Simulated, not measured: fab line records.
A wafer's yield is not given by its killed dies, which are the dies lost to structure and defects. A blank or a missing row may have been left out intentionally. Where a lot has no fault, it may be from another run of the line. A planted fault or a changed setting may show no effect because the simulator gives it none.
fab line records	flow gf180mcu
record lots=24	wafers=72	last-day=34
route steps=602 shown V1@351 M4@456 MIM@510 M5@534
lots that met no fault: taken from a fault-free run of the same line
start-h: hours from the record's first day to the start of the lot's first wafer shown	wait-h: hours since the lot's step before	" the same as in the row above	L1.1+2: a row that stands for several wafers	- no value present, or no start provided	* or withheld: withheld	< > ~ a bound
route shown NAME@n: NAME is a module with steps in the file, n the number in the route of the first one	usual: average and standard deviation across the fault-free wafers	same: alike in all rows	chamber/n: place in a boat	sites: each site's reading	_std_site: standard deviation of those values	_edge_site: inner sites' mean taken away from outer sites' mean	radius-mm: how far each site lies from the wafer's centre	mask NAME#n: copy n	behind: tool/chamber where the wafer was last shaped	hold: what put the lot on hold/how long, in hours/how the hold closed	device: the transistor (n, p or np) that didn't switch	end of line: tests of these same wafers at the route's end	step lacking rows: just its recipe	killed: dies that structure and defects cost at the first sort, which is not the same as the wafer's yield	map: the dies of a wafer, with x for killed, . for not killed, _ for no die there
set.NAME: the setting as run; set.NAME@STEP: as run at that earlier step	model.NAME: the simulator's own value behind a step, which no gauge read
steps of the route over a sample of lots; a table a step, a row a wafer
services: the hour from which a tool's chamber was out of use, counted from the record's first day as start-h (under 0 if before that day), plus the number of hours and why
## steps
# step GF_V1_ETCH_16
# recipe chemistry=N2/H2	target-depth-a=withheld	overetch-a=withheld	time-s=withheld	target=BARC	ion-energy-ev=200	source-w=500	bias-w=100	pressure-mtorr=30	n2-flow-sccm=100	h2-flow-sccm=200
# usual drypump-motor-current-A=5.5/0.58	oes-product-au=0.855/0.0043	rf-fwd-power-W=494.1/2.4	throttle-valve-pct=13.226/0.0087
lot.wafer	tool	chamber	start-h	wait-h	drypump-motor-current-A	oes-product-au	rf-fwd-power-W	throttle-valve-pct
L075.4	rie-diel-02	2	420.61	0.0	5.6	0.852	498.6	13.224
L075.5	"	2	"	"	5.6	0.855	497.2	13.221
L075.6	"	3	"	"	5.4	0.864	493.0	13.231
L074.1	rie-diel-03	0	424.54	0.0	4.8	0.857	495.4	13.220
L074.3	"	3	"	"	5.1	0.856	491.8	13.224
L074.6	"	0	"	"	4.8	0.858	495.8	13.246
L076.1	rie-diel-02	1	432.64	0.0	4.8	0.846	500.4	13.219
L076.3	"	0	"	"	6.0	0.855	494.9	13.212
L076.4	"	2	"	"	5.6	0.852	495.9	13.232
L077.1	rie-diel-01	0	440.84	0.0	5.6	0.856	495.4	13.220
L077.5	"	0	"	"	5.6	0.857	497.7	13.222
L077.6	"	1	"	"	6.5	0.859	490.3	13.225
L078.1	rie-diel-02	1	443.74	0.0	4.8	0.856	497.2	13.210
L078.2	"	0	"	"	6.0	0.849	495.0	13.238
L078.4	"	3	"	"	5.4	0.857	492.7	13.227
L079.2	rie-diel-02	1	455.44	0.0	4.8	0.858	497.8	13.216
L079.4	"	3	"	"	5.4	0.851	492.2	13.218
L079.5	"	0	"	"	6.0	0.855	494.7	13.220
L080.1	rie-diel-03	0	461.21	0.0	4.8	0.858	495.2	13.220
L080.4	"	2	"	"	5.4	0.854	494.8	13.227
L080.5	"	3	"	"	5.1	0.854	495.5	13.226
L081.1	rie-diel-01	3	472.39	0.0	4.9	0.852	492.4	13.223
L081.2	"	2	"	"	5.5	0.858	491.9	13.220
L081.3	"	3	"	"	4.9	0.858	492.6	13.215
L082.3	rie-diel-02	2	480.99	0.0	5.6	0.866	494.9	13.239
L082.4	"	2	"	"	5.6	0.853	498.9	13.193
L082.6	"	3	"	"	5.5	0.862	493.5	13.234
L083.2	rie-diel-02	0	489.01	0.0	6.0	0.856	495.9	13.236
L083.4	"	1	"	"	4.8	0.855	496.2	13.220
L083.6	"	0	"	"	6.0	0.851	493.3	13.233
L084.2	rie-diel-01	2	496.91	0.0	5.6	0.850	493.0	13.233
L084.3	"	3	"	"	4.9	0.847	489.9	13.225
L084.5	"	3	"	"	5.0	0.852	488.9	13.229
L085.3	rie-diel-02	3	506.61	0.0	5.4	0.857	491.6	13.215
L085.4	"	2	"	"	5.6	0.851	499.1	13.224
L085.6	"	2	"	"	5.6	0.857	496.5	13.229
L086.2	rie-diel-03	0	507.41	0.0	4.8	0.850	495.6	13.231
L086.3	"	2	"	"	5.4	0.862	495.6	13.218
L086.4	"	1	"	"	6.7	0.857	493.9	13.224
L087.1	rie-diel-02	1	532.01	0.0	4.9	0.859	494.7	13.223
L087.4	"	1	"	"	4.8	0.852	496.6	13.214
L087.5	"	3	"	"	5.5	0.852	491.4	13.226
L088.1	rie-diel-01	1	537.58	0.0	6.5	0.850	491.6	13.224
L088.3	"	2	"	"	5.6	0.862	490.5	13.237
L088.6	"	0	"	"	5.6	0.854	495.9	13.251
L089.4	rie-diel-03	0	543.66	0.0	4.8	0.854	494.4	13.237
L089.5	"	0	"	"	4.7	0.855	493.7	13.211
L089.6	"	3	"	"	5.1	0.854	493.6	13.222
L090.1	rie-diel-03	1	551.71	0.0	6.8	0.854	496.2	13.234
L090.3	"	3	"	"	5.1	0.859	494.3	13.209
L090.5	"	3	"	"	5.1	0.853	492.7	13.218
L091.3	rie-diel-01	1	575.48	0.0	6.5	0.855	489.9	13.237
L091.5	"	2	"	"	5.5	0.855	493.9	13.228
L091.6	"	1	"	"	6.5	0.855	490.7	13.243
L092.1	rie-diel-03	3	585.21	0.0	5.1	0.864	492.7	13.222
L092.2	"	1	"	"	6.8	0.855	494.9	13.221
L092.6	"	2	"	"	5.4	0.854	494.1	13.225
L093.1	rie-diel-02	1	585.56	0.0	4.8	0.849	498.9	13.222
L093.2	"	0	"	"	6.0	0.854	493.4	13.217
L093.4	"	2	"	"	5.6	0.854	498.0	13.238
L095.2	rie-diel-01	3	596.61	0.0	4.9	0.847	491.5	13.222
L095.4	"	2	"	"	5.5	0.860	490.6	13.224
L095.5	"	3	"	"	4.9	0.853	491.7	13.228
L094.2	rie-diel-01	2	604.21	0.0	5.6	0.856	489.9	13.215
L094.5	"	0	"	"	5.6	0.852	491.4	13.233
L094.6	"	3	"	"	4.9	0.856	490.2	13.231
L096.1	rie-diel-03	2	609.14	0.0	5.3	0.854	494.3	13.212
L096.2	"	0	"	"	4.8	0.857	494.6	13.229
L096.6	"	2	"	"	5.4	0.846	493.4	13.223
L097.1	rie-diel-03	0	616.01	0.0	4.8	0.853	496.2	13.228
L097.2	"	2	"	"	5.3	0.856	493.6	13.211
L097.4	"	1	"	"	6.7	0.854	495.0	13.223
# step GF_V1_RS_MEAS_24
# recipe thk-meas-gauge=four-point-probe	reads=W_of_V1_CVD_23+TiN_of_V1_SPUTTER_22+Ti_of_V1_SPUTTER_21
# usual V1_W_RS=0.330/0.0033
lot.wafer	tool	chamber	start-h	wait-h	V1_W_RS[ohm/sq]
L075.4	film-metro-02	-	421.58	0.1	0.331
L075.5	"	-	"	"	0.329
L075.6	"	-	"	"	0.328
L074.1	film-metro-02	-	425.41	0.1	0.326
L074.3	"	-	"	"	0.324
L074.6	"	-	"	"	0.330
L076.1	film-metro-02	-	433.55	0.1	0.332
L076.3	"	-	"	"	0.335
L076.4	"	-	"	"	0.333
L077.1	film-metro-04	-	441.71	0.1	0.329
L077.5	"	-	"	"	0.332
L077.6	"	-	"	"	0.329
L078.1	film-metro-04	-	444.62	0.1	0.330
L078.2	"	-	"	"	0.329
L078.4	"	-	"	"	0.330
L079.2	film-metro-04	-	456.33	0.1	0.329
L079.4	"	-	"	"	0.327
L079.5	"	-	"	"	0.330
L080.1	film-metro-04	-	462.12	0.1	0.328
L080.4	"	-	"	"	0.326
L080.5	"	-	"	"	0.322
L081.1	film-metro-03	-	473.32	0.1	0.331
L081.2	"	-	"	"	0.331
L081.3	"	-	"	"	0.331
L082.3	film-metro-04	-	481.93	0.1	0.335
L082.4	"	-	"	"	0.330
L082.6	"	-	"	"	0.332
L083.2	film-metro-04	-	489.90	0.1	0.328
L083.4	"	-	"	"	0.327
L083.6	"	-	"	"	0.328
L084.2	film-metro-04	-	497.80	0.1	0.334
L084.3	"	-	"	"	0.324
L084.5	"	-	"	"	0.335
L085.3	film-metro-04	-	507.56	0.1	0.333
L085.4	"	-	"	"	0.329
L085.6	"	-	"	"	0.327
L086.2	film-metro-02	-	508.30	0.1	0.324
L086.3	"	-	"	"	0.326
L086.4	"	-	"	"	0.324
L087.1	film-metro-03	-	532.89	0.1	0.332
L087.4	"	-	"	"	0.328
L087.5	"	-	"	"	0.331
L088.1	film-metro-04	-	538.49	0.1	0.337
L088.3	"	-	"	"	0.334
L088.6	"	-	"	"	0.332
L089.4	film-metro-02	-	544.62	0.1	0.327
L089.5	"	-	"	"	0.329
L089.6	"	-	"	"	0.328
L090.1	film-metro-04	-	552.58	0.1	0.326
L090.3	"	-	"	"	0.326
L090.5	"	-	"	"	0.330
L091.3	film-metro-02	-	576.43	0.1	0.329
L091.5	"	-	"	"	0.333
L091.6	"	-	"	"	0.334
L092.1	film-metro-04	-	586.15	0.1	0.332
L092.2	"	-	"	"	0.332
L092.6	"	-	"	"	0.331
L093.1	film-metro-04	-	586.43	0.1	0.334
L093.2	"	-	"	"	0.328
L093.4	"	-	"	"	0.329
L095.2	film-metro-03	-	597.51	0.1	0.330
L095.4	"	-	"	"	0.331
L095.5	"	-	"	"	0.331
L094.2	film-metro-04	-	605.10	0.1	0.330
L094.5	"	-	"	"	0.330
L094.6	"	-	"	"	0.333
L096.1	film-metro-04	-	610.02	0.1	0.333
L096.2	"	-	"	"	0.336
L096.6	"	-	"	"	0.331
L097.1	film-metro-04	-	616.88	0.1	0.327
L097.2	"	-	"	"	0.331
L097.4	"	-	"	"	0.327
# step GF_M4_SPUTTER_00
# recipe material=Ti	target-thk-nm=37.5	arriving-ion-energy-ev=80	substrate-temp-c=200	chamber-pressure-pa=2	power-w=4000	time-s=150
# usual throttle-valve-pct=30.2/1.6
lot.wafer	tool	chamber	start-h	wait-h	throttle-valve-pct
L075.4	pvd-sputter-03	-	520.40	0.1	27.4
L075.5	"	-	"	"	31.0
L075.6	"	-	"	"	29.5
L074.1	pvd-sputter-03	-	525.46	0.1	31.1
L074.3	"	-	"	"	29.6
L074.6	"	-	"	"	29.7
L076.1	pvd-sputter-03	-	534.46	0.1	31.1
L076.3	"	-	"	"	29.5
L076.4	"	-	"	"	27.3
L077.1	pvd-sputter-01	-	542.49	0.2	31.0
L077.5	"	-	"	"	30.8
L077.6	"	-	"	"	29.9
L078.1	pvd-sputter-04	-	544.07	0.2	28.9
L078.2	"	-	"	"	28.4
L078.4	"	-	"	"	30.9
L079.2	pvd-sputter-01	-	555.57	0.2	32.4
L079.4	"	-	"	"	33.3
L079.5	"	-	"	"	32.4
L080.1	pvd-sputter-01	-	562.24	0.1	31.0
L080.4	"	-	"	"	32.7
L080.5	"	-	"	"	32.7
L081.1	pvd-sputter-01	-	572.41	0.2	32.6
L081.2	"	-	"	"	30.1
L081.3	"	-	"	"	32.8
L082.3	pvd-sputter-01	-	580.44	0.2	33.2
L082.4	"	-	"	"	30.0
L082.6	"	-	"	"	30.7
L083.2	pvd-sputter-03	-	587.26	0.2	31.1
L083.4	"	-	"	"	29.7
L083.6	"	-	"	"	27.6
L084.2	pvd-sputter-04	-	594.18	0.1	30.6
L084.3	"	-	"	"	28.2
L084.5	"	-	"	"	30.6
L085.3	pvd-sputter-01	-	603.81	0.1	32.5
L085.4	"	-	"	"	29.9
L085.6	"	-	"	"	32.4
L086.2	pvd-sputter-04	-	604.16	0.1	30.8
L086.3	"	-	"	"	29.9
L086.4	"	-	"	"	28.8
L087.1	pvd-sputter-01	-	627.77	0.1	30.8
L087.4	"	-	"	"	33.0
L087.5	"	-	"	"	29.7
L088.1	pvd-sputter-01	-	631.09	0.1	32.2
L088.3	"	-	"	"	30.9
L088.6	"	-	"	"	30.9
L089.4	pvd-sputter-03	-	637.05	0.2	29.5
L089.5	"	-	"	"	27.2
L089.6	"	-	"	"	30.1
L090.1	pvd-sputter-04	-	642.34	0.1	29.6
L090.3	"	-	"	"	28.1
L090.5	"	-	"	"	28.3
L091.3	pvd-sputter-01	-	665.54	0.2	30.0
L091.5	"	-	"	"	30.8
L091.6	"	-	"	"	29.8
L092.1	pvd-sputter-01	-	675.16	0.2	29.8
L092.2	"	-	"	"	32.9
L092.6	"	-	"	"	29.8
L093.1	pvd-sputter-03	-	675.59	0.1	30.2
L093.2	"	-	"	"	30.7
L093.4	"	-	"	"	29.3
L095.2	pvd-sputter-04	-	684.37	0.1	29.1
L095.4	"	-	"	"	28.5
L095.5	"	-	"	"	28.3
L094.2	pvd-sputter-03	-	691.14	0.2	27.2
L094.5	"	-	"	"	30.3
L094.6	"	-	"	"	27.3
L096.1	pvd-sputter-04	-	696.95	0.1	28.0
L096.2	"	-	"	"	29.5
L096.6	"	-	"	"	30.7
L097.1	pvd-sputter-04	-	701.79	0.1	30.7
L097.2	"	-	"	"	28.2
L097.4	"	-	"	"	29.9
# step GF_MIM_SPUTTER_07
# recipe material=TiN	target-thk-nm=60	power-w=6500	time-s=50	chamber-pressure-pa=0.4
# usual throttle-valve-pct=30.3/1.4
lot.wafer	tool	chamber	start-h	wait-h	throttle-valve-pct
L075.4	pvd-sputter-01	-	568.36	0.0	30.0
L075.5	"	-	"	"	29.9
L075.6	"	-	"	"	32.8
L074.1	pvd-sputter-02	-	574.10	0.1	30.4
L074.3	"	-	"	"	29.9
L074.6	"	-	"	"	29.7
L076.1	pvd-sputter-01	-	582.43	0.1	32.8
L076.3	"	-	"	"	32.5
L076.4	"	-	"	"	30.6
L077.1	pvd-sputter-01	-	589.67	0.1	32.2
L077.5	"	-	"	"	29.9
L077.6	"	-	"	"	32.4
L078.1	pvd-sputter-02	-	590.94	0.1	30.0
L078.2	"	-	"	"	28.9
L078.4	"	-	"	"	30.2
L079.2	pvd-sputter-01	-	601.56	0.0	32.5
L079.4	"	-	"	"	33.3
L079.5	"	-	"	"	31.0
L080.1	pvd-sputter-01	-	608.87	0.1	31.0
L080.4	"	-	"	"	29.8
L080.5	"	-	"	"	30.9
L081.1	pvd-sputter-01	-	618.32	0.1	30.6
L081.2	"	-	"	"	32.5
L081.3	"	-	"	"	29.8
L082.3	pvd-sputter-02	-	625.87	0.0	29.0
L082.4	"	-	"	"	29.5
L082.6	"	-	"	"	29.2
L083.2	pvd-sputter-03	-	633.11	0.0	31.2
L083.4	"	-	"	"	27.5
L083.6	"	-	"	"	27.4
L084.2	pvd-sputter-03	-	639.31	0.0	27.3
L084.3	"	-	"	"	30.0
L084.5	"	-	"	"	27.2
L085.3	pvd-sputter-02	-	648.32	0.0	29.8
L085.4	"	-	"	"	28.9
L085.6	"	-	"	"	29.0
L086.2	pvd-sputter-03	-	649.02	0.0	27.5
L086.3	"	-	"	"	31.1
L086.4	"	-	"	"	30.0
L087.1	pvd-sputter-03	-	671.17	0.1	30.2
L087.4	"	-	"	"	31.1
L087.5	"	-	"	"	29.6
L088.1	pvd-sputter-03	-	673.81	0.1	31.1
L088.3	"	-	"	"	27.5
L088.6	"	-	"	"	30.9
L089.4	pvd-sputter-02	-	679.74	0.0	29.7
L089.5	"	-	"	"	29.9
L089.6	"	-	"	"	30.0
L090.1	pvd-sputter-01	-	685.08	0.1	32.7
L090.3	"	-	"	"	29.9
L090.5	"	-	"	"	31.0
L091.3	pvd-sputter-03	-	706.62	0.0	27.4
L091.5	"	-	"	"	29.8
L091.6	"	-	"	"	30.2
L093.1	pvd-sputter-01	-	715.97	0.1	32.5
L093.2	"	-	"	"	32.9
L093.4	"	-	"	"	30.1
L092.1	pvd-sputter-01	-	716.74	0.1	32.3
L092.2	"	-	"	"	31.1
L092.6	"	-	"	"	30.0
L095.2	pvd-sputter-03	-	724.89	0.0	29.5
L095.4	"	-	"	"	27.3
L095.5	"	-	"	"	31.0
L094.2	pvd-sputter-02	-	731.15	0.0	28.9
L094.5	"	-	"	"	29.4
L094.6	"	-	"	"	29.7
L096.1	pvd-sputter-03	-	735.32	0.1	27.1
L096.2	"	-	"	"	29.4
L096.6	"	-	"	"	31.0
L097.1	pvd-sputter-02	-	740.86	0.1	29.6
L097.2	"	-	"	"	30.0
L097.4	"	-	"	"	28.6
# step GF_M5_OVL_MEAS_08
# usual M5_OVL=-3/5.2
lot.wafer	tool	chamber	start-h	wait-h	M5_OVL[nm]
L075.4	overlay-02	-	610.87	0.1	0
L075.5	"	-	"	"	-2
L075.6	"	-	"	"	-7
L074.1	overlay-02	-	617.10	0.1	-3
L074.3	"	-	"	"	0
L074.6	"	-	"	"	6
L076.1	overlay-02	-	625.80	0.1	6
L076.3	"	-	"	"	6
L076.4	"	-	"	"	-4
L077.1	overlay-02	-	631.52	0.1	0
L077.5	"	-	"	"	0
L077.6	"	-	"	"	-8
L078.1	overlay-02	-	633.85	0.1	5
L078.2	"	-	"	"	-6
L078.4	"	-	"	"	-2
L079.2	overlay-02	-	644.20	0.1	-3
L079.4	"	-	"	"	-2
L079.5	"	-	"	"	5
L080.1	overlay-01	-	650.45	0.1	-9
L080.4	"	-	"	"	-11
L080.5	"	-	"	"	-10
L081.1	overlay-02	-	659.10	0.1	-12
L081.2	"	-	"	"	1
L081.3	"	-	"	"	0
L082.3	overlay-02	-	665.71	0.1	-5
L082.4	"	-	"	"	-3
L082.6	"	-	"	"	3
L083.2	overlay-01	-	674.43	0.1	-7
L083.4	"	-	"	"	-3
L083.6	"	-	"	"	-15
L084.2	overlay-01	-	678.63	0.1	6
L084.3	"	-	"	"	3
L084.5	"	-	"	"	4
L085.3	overlay-01	-	687.16	0.1	-2
L085.4	"	-	"	"	-3
L085.6	"	-	"	"	-2
L086.2	overlay-02	-	687.23	0.1	-3
L086.3	"	-	"	"	-5
L086.4	"	-	"	"	-5
L087.1	overlay-01	-	708.80	0.1	-10
L087.4	"	-	"	"	4
L087.5	"	-	"	"	-2
L088.1	overlay-01	-	712.40	0.1	-5
L088.3	"	-	"	"	-1
L088.6	"	-	"	"	1
L089.4	overlay-01	-	715.87	0.1	-1
L089.5	"	-	"	"	3
L089.6	"	-	"	"	7
L090.1	overlay-02	-	722.12	0.1	-2
L090.3	"	-	"	"	-2
L090.5	"	-	"	"	2
L091.3	overlay-01	-	741.13	0.1	-4
L091.5	"	-	"	"	-8
L091.6	"	-	"	"	-4
L093.1	overlay-02	-	751.57	0.1	1
L093.2	"	-	"	"	-8
L093.4	"	-	"	"	1
L092.1	overlay-02	-	751.92	0.1	0
L092.2	"	-	"	"	-6
L092.6	"	-	"	"	-10
L095.2	overlay-01	-	759.41	0.1	-2
L095.4	"	-	"	"	-4
L095.5	"	-	"	"	-9
L094.2	overlay-02	-	764.71	0.1	7
L094.5	"	-	"	"	4
L094.6	"	-	"	"	6
L096.1	overlay-02	-	768.65	0.1	-7
L096.2	"	-	"	"	-6
L096.6	"	-	"	"	-7
L097.1	overlay-02	-	773.50	0.1	-4
L097.2	"	-	"	"	-7
L097.4	"	-	"	"	-8
# step GF_M5_STRIP_11
# recipe chemistry=O2/N2	power-w=1400	pressure-mtorr=1500	platen-temp-c=250	o2-flow-sccm=3000	n2-flow-sccm=300	overash-fraction=0.5
# usual drypump-motor-current-A=5.9/0.34	heater-power-w=316/38	oes-product-au=0.543/0.0044	strip-time-to-endpoint-s=7.53/0.045
lot.wafer	tool	chamber	start-h	wait-h	drypump-motor-current-A	heater-power-w	oes-product-au	rf-hours-counter-h	strip-time-to-endpoint-s
L075.4	plasma-asher-01	0	611.06	0.1	6.0	300	0.546	-	7.54
L075.5	"	0	"	"	6.0	298	0.539	-	7.52
L075.6	"	1	"	"	5.5	289	0.542	-	7.47
L074.1	plasma-asher-01	0	617.27	0.1	6.0	300	0.546	21	7.55
L074.3	"	0	"	"	6.0	302	0.543	-	7.57
L074.6	"	0	"	"	6.0	298	0.547	-	7.56
L076.1	plasma-asher-03	1	625.97	0.1	6.6	298	0.550	81	7.49
L076.3	"	0	"	"	5.9	308	0.546	-	7.51
L076.4	"	1	"	"	6.5	300	0.541	-	7.54
L077.1	plasma-asher-01	1	631.69	0.1	5.5	280	0.537	23	7.57
L077.5	"	1	"	"	5.5	282	0.546	-	7.56
L077.6	"	0	"	"	6.0	300	0.537	-	7.52
L078.1	plasma-asher-01	1	634.02	0.1	5.5	284	0.544	23	7.59
L078.2	"	0	"	"	6.0	304	0.540	23	7.63
L078.4	"	1	"	"	5.5	280	0.544	-	7.62
L079.2	plasma-asher-03	1	644.37	0.1	6.6	310	0.552	83	7.59
L079.4	"	0	"	"	5.9	323	0.547	-	7.57
L079.5	"	0	"	"	5.9	315	0.544	-	7.58
L080.1	plasma-asher-03	0	650.62	0.1	5.9	320	0.548	84	7.60
L080.4	"	1	"	"	6.6	306	0.545	-	7.62
L080.5	"	1	"	"	6.6	307	0.547	-	7.62
L081.1	plasma-asher-04	0	659.27	0.1	5.6	317	0.540	56	7.53
L081.2	"	1	"	"	5.7	409	0.547	56	7.50
L081.3	"	0	"	"	5.6	305	0.537	-	7.47
L082.3	plasma-asher-01	0	665.90	0.1	6.0	296	0.545	-	7.51
L082.4	"	1	"	"	5.5	286	0.547	-	7.55
L082.6	"	1	"	"	5.5	285	0.540	-	7.55
L083.2	plasma-asher-01	0	674.70	0.1	6.0	308	0.538	28	7.52
L083.4	"	0	"	"	6.0	300	0.548	-	7.53
L083.6	"	0	"	"	6.0	308	0.546	-	7.52
L084.2	plasma-asher-04	0	678.79	0.1	5.6	308	0.544	58	7.49
L084.3	"	1	"	"	5.7	402	0.543	-	7.51
L084.5	"	1	"	"	5.7	406	0.540	-	7.51
L085.3	plasma-asher-03	1	687.35	0.1	6.6	297	0.546	-	7.58
L085.4	"	0	"	"	5.9	314	0.542	-	7.55
L085.6	"	0	"	"	5.9	306	0.542	-	7.60
L086.2	plasma-asher-04	0	687.50	0.1	5.6	300	0.540	59	7.49
L086.3	"	0	"	"	5.6	309	0.550	-	7.50
L086.4	"	1	"	"	5.7	404	0.543	-	7.52
L087.1	plasma-asher-03	0	708.97	0.1	5.9	310	0.540	90	7.49
L087.4	"	0	"	"	5.9	309	0.542	-	7.51
L087.5	"	1	"	"	6.6	305	0.546	-	7.56
L088.1	plasma-asher-01	0	712.57	0.1	6.0	307	0.544	32	7.53
L088.3	"	1	"	"	5.5	285	0.548	-	7.52
L088.6	"	1	"	"	5.5	279	0.543	-	7.53
L089.4	plasma-asher-04	1	716.06	0.1	5.7	407	0.548	-	7.55
L089.5	"	1	"	"	5.7	402	0.545	-	7.52
L089.6	"	0	"	"	5.6	310	0.545	-	7.52
L090.1	plasma-asher-01	1	722.40	0.2	5.5	282	0.538	33	7.51
L090.3	"	1	"	"	5.5	283	0.541	-	7.52
L090.5	"	1	"	"	5.5	284	0.545	-	7.50
L091.3	plasma-asher-04	1	741.32	0.1	5.7	403	0.551	-	7.54
L091.5	"	0	"	"	5.6	302	0.543	-	7.58
L091.6	"	1	"	"	5.7	404	0.540	-	7.50
L093.1	plasma-asher-04	1	751.74	0.1	5.7	396	0.549	65	7.55
L093.2	"	0	"	"	5.6	310	0.546	65	7.59
L093.4	"	0	"	"	5.6	307	0.555	-	7.58
L092.1	plasma-asher-01	0	752.09	0.1	5.9	295	0.532	36	7.48
L092.2	"	1	"	"	5.5	275	0.541	36	7.52
L092.6	"	0	"	"	6.0	301	0.546	-	7.51
L095.2	plasma-asher-03	1	759.57	0.1	6.6	300	0.546	97	7.57
L095.4	"	1	"	"	6.5	298	0.537	-	7.60
L095.5	"	0	"	"	5.9	312	0.548	-	7.57
L094.2	plasma-asher-04	0	764.87	0.1	5.6	303	0.543	66	7.55
L094.5	"	0	"	"	5.6	308	0.540	-	7.50
L094.6	"	1	"	"	5.7	400	0.550	-	7.56
L096.1	plasma-asher-03	1	768.93	0.2	6.6	308	0.538	97	7.50
L096.2	"	0	"	"	5.9	315	0.535	97	7.50
L096.6	"	0	"	"	5.9	317	0.540	-	7.49
L097.1	plasma-asher-03	1	773.78	0.2	6.6	300	0.542	98	7.44
L097.2	"	0	"	"	5.9	316	0.541	98	7.43
L097.4	"	0	"	"	5.9	321	0.534	-	7.43
## services
tool	chamber	start-h	hours	kind
rie-diel-02	2	399.73	9.0	repair
pvd-sputter-01	-	415.10	10.3	repair
pvd-sputter-04	-	420.84	0.6	repair
plasma-asher-01	-	421.25	9.0	pm
pvd-sputter-01	-	422.98	2.2	repair
plasma-asher-01	-	424.41	2.3	repair
rie-diel-02	0	424.69	3.9	repair
rie-diel-02	1	497.23	15.3	repair
rie-diel-02	0	505.94	5.7	repair
rie-diel-03	-	509.33	14.6	pm
plasma-asher-03	-	515.06	2.8	pm
pvd-sputter-01	-	519.04	3.0	repair
pvd-sputter-01	-	525.80	3.5	repair
pvd-sputter-01	-	525.99	3.7	repair
rie-diel-02	-	593.00	15.6	pm
rie-diel-03	3	613.62	12.3	repair
rie-diel-02	-	626.62	0.2	repair
pvd-sputter-01	-	653.32	5.3	repair
pvd-sputter-01	-	698.74	11.2	repair
rie-diel-02	2	732.18	8.9	repair
rie-diel-03	3	732.20	43.0	repair
rie-diel-02	-	734.95	1.5	repair
plasma-asher-01	-	738.86	1.9	repair
rie-diel-02	1	765.23	5.6	repair
## key
fault none
